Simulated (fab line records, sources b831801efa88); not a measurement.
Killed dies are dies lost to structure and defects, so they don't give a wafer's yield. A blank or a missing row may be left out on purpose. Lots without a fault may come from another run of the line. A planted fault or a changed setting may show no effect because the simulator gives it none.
One fault seen from 2 desks | flow sfq_line | each desk has only its own numbers; what lay behind them comes last

THE TOOL OWNER'S DESK: litho_track-02
The tool's own readings at SFQ_TRILAYER_M5_LITHO_COAT_123 (resist thk 600 nm): means of the sampled wafers that have a number, for each lot that ran on this tool. A lot is out of limits, marked OUT, if its mean lies more than 4 standard deviations from the usual mean; the brackets give that distance.
Columns: A = exhaust_pa at SFQ_TRILAYER_M5_LITHO_COAT_123, usual 44.8 Pa
lot  | first seen here | A
L734 | day 56 12:47    | 45.5
L738 | day 56 17:33    | 44.3
L740 | day 59 17:59    | 44.6
This desk's finding: nothing out of limits on any of the 3 lots.

THE METROLOGY DESK
What the gauges read, lot by lot, whatever tool the lot ran on: means of the sampled wafers that have a number. A lot is out of limits, marked OUT, if its mean lies more than 4 standard deviations from the usual mean; the brackets give that distance.
Columns: A = J5_OVL at SFQ_JJ_OVL_MEAS_931, usual 1 nm; B = M5_OVL at SFQ_M5_OVL_MEAS_932, usual 0 nm
lot  | first seen here | A  | B
L730 | day 56 04:51    | -1 | -6
L734 | day 56 09:38    | 2  | -2
L738 | day 56 14:27    | 6  | 0
L740 | day 59 14:55    | 1  | 4
L742 | day 59 19:44    | -3 | 1
L746 | day 63 08:23    | -7 | 2
This desk's finding: nothing out of limits on any of the 6 lots.

PUT TOGETHER
The tool owner's desk saw nothing out of limits.
The metrology desk saw nothing out of limits.

WHAT THE SIMULATOR HAD PUT IN
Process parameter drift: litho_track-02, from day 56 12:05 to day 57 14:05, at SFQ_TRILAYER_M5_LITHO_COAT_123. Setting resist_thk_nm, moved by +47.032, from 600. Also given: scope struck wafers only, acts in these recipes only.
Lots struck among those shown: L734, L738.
